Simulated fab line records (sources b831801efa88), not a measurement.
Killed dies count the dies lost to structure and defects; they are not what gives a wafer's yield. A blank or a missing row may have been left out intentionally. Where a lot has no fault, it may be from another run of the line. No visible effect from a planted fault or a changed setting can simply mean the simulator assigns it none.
Which tool is to blame? || flow gf180mcu || 13 lots with 39 wafers sampled at 5 steps, on a route of 602 steps

## WHAT THE GAUGES READ, wafer by wafer
GF_DNWELL_TW_MEAS_09.
{"lot": "L621", "measured": "day 2 23:59", "on": "film_metro-03", "DNWELL_TW": "1355 1361 1362"}
{"lot": "L622", "measured": "day 3 05:29", "on": "film_metro-02", "DNWELL_TW": "1358 1368 1364"}
{"lot": "L624", "measured": "day 3 16:17", "on": "film_metro-04", "DNWELL_TW": "1353 1354 1351"}
{"lot": "L625", "measured": "day 3 21:11", "on": "film_metro-03", "DNWELL_TW": "1378 1375 1378"}
{"lot": "L626", "measured": "day 4 03:20", "on": "film_metro-03", "DNWELL_TW": "1371 1369 1364"}
{"lot": "L628", "measured": "day 4 12:45", "on": "film_metro-03", "DNWELL_TW": "1364 1365 1358"}
{"lot": "L629", "measured": "day 4 17:43", "on": "film_metro-04", "DNWELL_TW": "1355 1368 1361"}
{"lot": "L630", "measured": "day 5 01:29", "on": "film_metro-02", "DNWELL_TW": "1368 1364 1368"}
{"lot": "L636", "measured": "day 6 08:10", "on": "film_metro-02", "DNWELL_TW": "1361 1363 1358"}
{"lot": "L639", "measured": "day 6 23:46", "on": "film_metro-04", "DNWELL_TW": "1350 1355 1359"}
{"lot": "L641", "measured": "day 7 09:22", "on": "film_metro-03", "DNWELL_TW": "1369 1369 1367"}
{"lot": "L642", "measured": "day 7 15:17", "on": "film_metro-02", "DNWELL_TW": "1368 1363 1362"}
{"lot": "L643", "measured": "day 7 21:32", "on": "film_metro-04", "DNWELL_TW": "1361 1358 1363"}

GF_VT_IMPLANT_TW_MEAS_32.
{"lot": "L621", "measured": "day 7 04:24", "on": "film_metro-03", "VT_IMPLANT_3_TW": "277.0 276.8 275.6"}
{"lot": "L622", "measured": "day 7 10:25", "on": "film_metro-04", "VT_IMPLANT_3_TW": "272.0 273.4 271.8"}
{"lot": "L624", "measured": "day 8 00:02", "on": "film_metro-03", "VT_IMPLANT_3_TW": "272.7 273.7 273.2"}
{"lot": "L625", "measured": "day 8 05:04", "on": "film_metro-01", "VT_IMPLANT_3_TW": "267.6 269.5 268.7"}
{"lot": "L626", "measured": "day 8 12:19", "on": "film_metro-01", "VT_IMPLANT_3_TW": "268.2 267.6 269.5"}
{"lot": "L628", "measured": "day 9 01:50", "on": "film_metro-01", "VT_IMPLANT_3_TW": "268.3 270.4 269.2"}
{"lot": "L629", "measured": "day 9 06:12", "on": "film_metro-03", "VT_IMPLANT_3_TW": "274.5 273.0 273.6"}
{"lot": "L630", "measured": "day 9 16:23", "on": "film_metro-03", "VT_IMPLANT_3_TW": "274.6 274.3 272.7"}
{"lot": "L636", "measured": "day 11 05:19", "on": "film_metro-04", "VT_IMPLANT_3_TW": "270.3 270.9 270.7"}
{"lot": "L639", "measured": "day 12 01:10", "on": "film_metro-03", "VT_IMPLANT_3_TW": "276.0 275.2 276.9"}
{"lot": "L641", "measured": "day 12 11:43", "on": "film_metro-01", "VT_IMPLANT_3_TW": "272.0 271.4 270.0"}
{"lot": "L642", "measured": "day 12 22:58", "on": "film_metro-04", "VT_IMPLANT_3_TW": "273.4 272.6 272.6"}
{"lot": "L643", "measured": "day 13 04:19", "on": "film_metro-03", "VT_IMPLANT_3_TW": "276.3 274.3 275.6"}

GF_VT_IMPLANT_OVL_MEAS_40.
{"lot": "L621", "measured": "day 7 19:37", "on": "overlay-02", "VT_IMPLANT_03_OVL (nm)": "2.3 0.7 1.2"}
{"lot": "L622", "measured": "day 8 02:38", "on": "overlay-02", "VT_IMPLANT_03_OVL (nm)": "2.9 1.7 1.4"}
{"lot": "L624", "measured": "day 8 15:32", "on": "overlay-01", "VT_IMPLANT_03_OVL (nm)": "- - -"}
{"lot": "L625", "measured": "day 8 21:47", "on": "overlay-02", "VT_IMPLANT_03_OVL (nm)": "- - -"}
{"lot": "L626", "measured": "day 9 05:20", "on": "overlay-01", "VT_IMPLANT_03_OVL (nm)": "- - -"}
{"lot": "L628", "measured": "day 9 18:29", "on": "overlay-02", "VT_IMPLANT_03_OVL (nm)": "-0.1 0.3 -1.0"}
{"lot": "L629", "measured": "day 9 23:23", "on": "overlay-01", "VT_IMPLANT_03_OVL (nm)": "-1.2 0.4 -0.2"}
{"lot": "L630", "measured": "day 10 09:26", "on": "overlay-01", "VT_IMPLANT_03_OVL (nm)": "-1.0 -0.6 -1.1"}
{"lot": "L636", "measured": "day 11 23:59", "on": "overlay-01", "VT_IMPLANT_03_OVL (nm)": "-0.9 -2.1 -1.0"}
{"lot": "L639", "measured": "day 12 19:41", "on": "overlay-02", "VT_IMPLANT_03_OVL (nm)": "0.0 1.2 1.1"}
{"lot": "L641", "measured": "day 13 07:34", "on": "overlay-01", "VT_IMPLANT_03_OVL (nm)": "0.0 1.4 1.9"}
{"lot": "L642", "measured": "day 13 19:20", "on": "overlay-02", "VT_IMPLANT_03_OVL (nm)": "1.6 1.0 -0.7"}
{"lot": "L643", "measured": "day 14 00:35", "on": "overlay-02", "VT_IMPLANT_03_OVL (nm)": "-0.4 -0.5 -1.2"}

GF_VT_IMPLANT_TW_MEAS_43.
{"lot": "L621", "measured": "day 7 19:54", "on": "film_metro-01", "VT_IMPLANT_4_TW": "692 687 686"}
{"lot": "L622", "measured": "day 8 02:55", "on": "film_metro-04", "VT_IMPLANT_4_TW": "688 691 688"}
{"lot": "L624", "measured": "day 8 15:50", "on": "film_metro-04", "VT_IMPLANT_4_TW": "30 30 30"}
{"lot": "L625", "measured": "day 8 22:04", "on": "film_metro-03", "VT_IMPLANT_4_TW": "30 30 30"}
{"lot": "L626", "measured": "day 9 05:37", "on": "film_metro-04", "VT_IMPLANT_4_TW": "30 30 30"}
{"lot": "L628", "measured": "day 9 18:46", "on": "film_metro-03", "VT_IMPLANT_4_TW": "697 702 697"}
{"lot": "L629", "measured": "day 9 23:40", "on": "film_metro-01", "VT_IMPLANT_4_TW": "688 687 692"}
{"lot": "L630", "measured": "day 10 09:43", "on": "film_metro-04", "VT_IMPLANT_4_TW": "693 692 695"}
{"lot": "L636", "measured": "day 12 00:16", "on": "film_metro-03", "VT_IMPLANT_4_TW": "704 706 707"}
{"lot": "L639", "measured": "day 12 19:58", "on": "film_metro-01", "VT_IMPLANT_4_TW": "690 689 687"}
{"lot": "L641", "measured": "day 13 07:51", "on": "film_metro-03", "VT_IMPLANT_4_TW": "700 702 703"}
{"lot": "L642", "measured": "day 13 19:38", "on": "film_metro-04", "VT_IMPLANT_4_TW": "687 688 692"}
{"lot": "L643", "measured": "day 14 00:52", "on": "film_metro-03", "VT_IMPLANT_4_TW": "701 703 696"}

## WHICH TOOL RAN EACH LOT (tool, then ch and the chambers of the sampled wafers, then the start)
{"lot": "L621", "GF_VT_IMPLANT_DEVELOP_39": "litho_track-02 ch 0, day 7 19:28"}
{"lot": "L622", "GF_VT_IMPLANT_DEVELOP_39": "litho_track-01 ch 0, day 8 02:30"}
{"lot": "L624", "GF_VT_IMPLANT_DEVELOP_39": "litho_track-01 ch 0, day 8 15:26"}
{"lot": "L625", "GF_VT_IMPLANT_DEVELOP_39": "litho_track-01 ch 0, day 8 21:38"}
{"lot": "L626", "GF_VT_IMPLANT_DEVELOP_39": "litho_track-01 ch 0, day 9 05:12"}
{"lot": "L628", "GF_VT_IMPLANT_DEVELOP_39": "litho_track-02 ch 0, day 9 18:22"}
{"lot": "L629", "GF_VT_IMPLANT_DEVELOP_39": "litho_track-04 ch 0, day 9 23:14"}
{"lot": "L630", "GF_VT_IMPLANT_DEVELOP_39": "litho_track-02 ch 0, day 10 09:19"}
{"lot": "L636", "GF_VT_IMPLANT_DEVELOP_39": "litho_track-04 ch 0, day 11 23:50"}
{"lot": "L639", "GF_VT_IMPLANT_DEVELOP_39": "litho_track-01 ch 0, day 12 19:32"}
{"lot": "L641", "GF_VT_IMPLANT_DEVELOP_39": "litho_track-02 ch 0, day 13 07:25"}
{"lot": "L642", "GF_VT_IMPLANT_DEVELOP_39": "litho_track-01 ch 0, day 13 19:13"}
{"lot": "L643", "GF_VT_IMPLANT_DEVELOP_39": "litho_track-04 ch 0, day 14 00:27"}
- GF_VT_IMPLANT_DEVELOP_39: develop time 60 s.

## AS READ BY THE TOOLS THEMSELVES (means over the sampled wafers that have a number; for cases with no such wafer, the mark the record gives instead)
GF_VT_IMPLANT_DEVELOP_39.
{"lot": "L621", "tool": "litho_track-02", "chill_plate_temp_C (C)": 23.01}
{"lot": "L622", "tool": "litho_track-01", "chill_plate_temp_C (C)": 23.11}
{"lot": "L624", "tool": "litho_track-01", "chill_plate_temp_C (C)": 22.94}
{"lot": "L625", "tool": "litho_track-01", "chill_plate_temp_C (C)": 22.96}
{"lot": "L626", "tool": "litho_track-01", "chill_plate_temp_C (C)": 23.01}
{"lot": "L628", "tool": "litho_track-02", "chill_plate_temp_C (C)": 23.04}
{"lot": "L629", "tool": "litho_track-04", "chill_plate_temp_C (C)": 22.93}
{"lot": "L630", "tool": "litho_track-02", "chill_plate_temp_C (C)": 23.10}
{"lot": "L636", "tool": "litho_track-04", "chill_plate_temp_C (C)": 22.97}
{"lot": "L639", "tool": "litho_track-01", "chill_plate_temp_C (C)": 22.96}
{"lot": "L641", "tool": "litho_track-02", "chill_plate_temp_C (C)": 22.91}
{"lot": "L642", "tool": "litho_track-01", "chill_plate_temp_C (C)": 22.97}
{"lot": "L643", "tool": "litho_track-04", "chill_plate_temp_C (C)": 23.06}

## THE ANSWER, worked out from the rows above alone
Rule: what is usual is taken from the lots themselves. Put in order of their means at a reading, lots are off if they are a third of the lots or fewer, leave a main group of 4 or more, and stand apart from it by a gap of 3 or more times the standard deviation of the main group's means; of several such gaps the widest counts. Not used: any main group whose means are identical at the precision the tables above print for the reading. Also off: a lot with no number at a reading for which 4 or more lots have one. All remaining lots with rows at the step are treated as sound. After the gauges, taken in route order, come the tools' own readings; for these a lot's mean is taken, as printed above. The first step at which some lot is off is used, and at that step the reading that is off furthest; a lot without a number counts as furthest.
Off: L624, L625, L626, seen at GF_VT_IMPLANT_OVL_MEAS_40 (VT_IMPLANT_03_OVL). Without a number there: L624, L625, L626. The main group: mean 0.2 nm, standard deviation 1.
A tool fits if, at a process step before that reading, it ran every lot that is off, and no sound lot after the first of them. The gauges at GF_VT_IMPLANT_OVL_MEAS_40 aren't tried: what is off there is off at GF_VT_IMPLANT_TW_MEAS_43 too, on other tools, and a gauge's error can't cause that. No candidate that was tried fits.

## WHAT THE SIMULATOR PUT IN
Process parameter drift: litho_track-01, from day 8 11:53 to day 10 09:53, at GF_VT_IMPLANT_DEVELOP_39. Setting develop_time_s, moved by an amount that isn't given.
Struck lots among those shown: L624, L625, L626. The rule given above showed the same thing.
